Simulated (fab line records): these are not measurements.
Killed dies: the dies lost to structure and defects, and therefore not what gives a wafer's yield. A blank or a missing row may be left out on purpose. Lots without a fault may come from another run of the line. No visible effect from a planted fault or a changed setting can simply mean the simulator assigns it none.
The same fault as seen by 2 desks || flow sky130 || every desk sees just its own numbers, and what lay behind them comes last

## AT THE METROLOGY DESK
What the gauges read, lot by lot, whatever tool the lot ran on: means of the sampled wafers that have a number. Any lot whose mean is over 4 standard deviations away from the usual mean is out of limits and marked OUT; that distance is given in the brackets. Of its 8 readings 7 are shown: those that lie furthest out on some lot.
Columns: A = VIA3_W_RS at SKY_VIA3_RS_MEAS_22, usual 0.293 ohm/sq; B = CAP2M_CVD_00_THK at SKY_CAP2M_THK_MEAS_01, usual 15.52 nm; C = CAP2M_TIN_RS at SKY_CAP2M_RS_MEAS_03, usual 6.92 ohm/sq; D = CAP2M_TIN_THK at SKY_CAP2M_THK_MEAS_04, usual 197.9 nm; E = CAP2M_OVL at SKY_CAP2M_OVL_MEAS_12, usual -1.3 nm; F = cd-nm at SKY_METAL4_CD_MEAS_13, usual 299.3 nm; G = METAL4_OVL at SKY_METAL4_OVL_MEAS_14, usual 3 nm
{"lot": "L191", "first seen here": "day 40 23:46", "A": 0.290, "B": 15.44, "C": 6.94, "D": 198.4, "E": -0.8, "F": 297.8, "G": 1}
{"lot": "L192", "first seen here": "day 41 08:04", "A": 0.294, "B": 15.27, "C": 6.94, "D": 197.6, "E": -1.7, "F": 299.3, "G": -1}
{"lot": "L193", "first seen here": "day 41 14:46", "A": 0.296, "B": 15.41, "C": 6.84, "D": 200.7, "E": -0.8, "F": 298.6, "G": 9}
{"lot": "L203", "first seen here": "day 44 13:38", "A": 0.299, "B": 15.57, "C": 6.88, "D": 200.0, "E": -2.8, "F": 300.0, "G": 3}
{"lot": "L205", "first seen here": "day 44 21:28", "A": 0.300, "B": 15.35, "C": 6.82, "D": 200.1, "E": -2.3, "F": 300.2, "G": 10}
{"lot": "L206", "first seen here": "day 45 03:20", "A": 0.297, "B": 15.64, "C": 6.84, "D": 201.1, "E": -0.7, "F": 298.5, "G": 2}
Result from this desk: across the 6 lots, nothing is out of limits.

## TOOL OWNER'S DESK, pvd-sputter-04
At SKY_METAL4_SPUTTER_04 (material TiN, target thk 70 nm, time 58.3 s) the tool's own readings: per lot run on this tool, the mean of the sampled wafers that have a number. Any lot whose mean is over 4 standard deviations away from the usual mean is out of limits and marked OUT; that distance is given in the brackets.
Columns: A = cathode-dc-power-W at SKY_METAL4_SPUTTER_04, usual 6500.2 W; B = throttle-valve-pct at SKY_METAL4_SPUTTER_04, usual 29.4 %
{"lot": "L191", "first seen here": "day 41 00:21", "A": 6500.9, "B": 29.4}
{"lot": "L192", "first seen here": "day 41 08:59", "A": 6500.3, "B": 29.3}
{"lot": "L193", "first seen here": "day 41 15:20", "A": 6498.9, "B": 29.5}
{"lot": "L205", "first seen here": "day 44 22:03", "A": 6501.2, "B": 29.2}
Result from this desk: across the 4 lots, nothing is out of limits.

## ALL TOGETHER
The metrology desk saw nothing out of limits.
The tool owner's desk saw nothing out of limits.

## WHAT THE SIMULATOR HAD INSERTED
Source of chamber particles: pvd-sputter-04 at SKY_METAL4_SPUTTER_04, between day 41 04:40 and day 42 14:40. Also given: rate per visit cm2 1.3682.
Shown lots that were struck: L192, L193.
